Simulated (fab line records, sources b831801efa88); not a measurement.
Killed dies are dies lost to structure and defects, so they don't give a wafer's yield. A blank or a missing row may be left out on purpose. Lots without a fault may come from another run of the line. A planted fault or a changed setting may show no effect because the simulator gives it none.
One fault seen from 2 desks | flow sfq_line | each desk has only its own numbers; what lay behind them comes last

THE METROLOGY DESK
What the gauges read, lot by lot, whatever tool the lot ran on: means of the sampled wafers that have a number. A lot is out of limits, marked OUT, if its mean lies more than 4 standard deviations from the usual mean; the brackets give that distance.
Columns: A = R5_MONX_RS at SFQ_R5_RS_MEAS_933, usual 7.01 ohm/sq; B = R5_MONX_THK at SFQ_R5_THK_MEAS_934, usual 40.4 nm; C = R5_OVL at SFQ_R5_OVL_MEAS_935, usual 0 nm
lot  | first seen here | A    | B    | C
L862 | day 57 03:28    | 6.91 | 41.0 | 2
L865 | day 57 11:56    | 6.97 | 40.6 | 3
L872 | day 58 11:58    | 7.07 | 40.2 | -2
L873 | day 58 13:37    | 7.06 | 40.2 | 7
L874 | day 58 22:08    | 6.93 | 40.9 | 1
L875 | day 59 03:44    | 7.07 | 40.2 | -7
L882 | day 60 21:35    | 7.11 | 40.0 | 0
This desk's finding: nothing out of limits on any of the 7 lots.

THE TOOL OWNER'S DESK: rie_metal-02
The tool's own readings at SFQ_TRILAYER_R5_BARC_OPEN_METAL_ETCH_177 (etches BARC in O2, target depth 125 nm, time 41.7 s): means of the sampled wafers that have a number, for each lot that ran on this tool. A lot is out of limits, marked OUT, if its mean lies more than 4 standard deviations from the usual mean; the brackets give that distance.
Columns: A = drypump_motor_current_A at SFQ_TRILAYER_R5_BARC_OPEN_METAL_ETCH_177, usual 5.4 A; B = oes_product_au at SFQ_TRILAYER_R5_BARC_OPEN_METAL_ETCH_177, usual 0.685 a.u.; C = rf_fwd_power_W at SFQ_TRILAYER_R5_BARC_OPEN_METAL_ETCH_177, usual 592.6 W; D = run_length_s at SFQ_TRILAYER_R5_BARC_OPEN_METAL_ETCH_177, usual 70.37 s
lot  | first seen here | A   | B                | C     | D
L865 | day 62 05:22    | 5.5 | 0.685            | 592.6 | 70.45
L872 | day 63 09:07    | 5.2 | 0.656 (-6.1) OUT | 591.6 | 74.76 (+15) OUT
L873 | day 63 11:30    | 5.2 | 0.679            | 591.3 | 71.89 (+5.2) OUT
L874 | day 63 18:42    | 5.2 | 0.663 (-4.6) OUT | 592.4 | 73.25 (+9.9) OUT
This desk's finding: out of limits on L872, L873, L874; first on L872, day 63 09:07 (oes_product_au at SFQ_TRILAYER_R5_BARC_OPEN_METAL_ETCH_177). In limits: L865.

PUT TOGETHER
The tool owner's desk could have raised an alarm at day 63 09:07, on L872, L873, L874.
The metrology desk saw nothing out of limits.
The metrology desk has L872, L873, L874 on record, within its limits.
Of the lots named, all ran SFQ_TRILAYER_R5_BARC_OPEN_METAL_ETCH_177 on rie_metal-02.

WHAT THE SIMULATOR HAD PUT IN
Process parameter drift: rie_metal-02, from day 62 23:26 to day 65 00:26, at SFQ_TRILAYER_R5_BARC_OPEN_METAL_ETCH_177. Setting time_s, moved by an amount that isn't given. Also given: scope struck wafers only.
Lots struck among those shown: L872, L873, L874.
Hours from the fault's start to each desk's first reading out of limits: the tool owner's desk, 10.
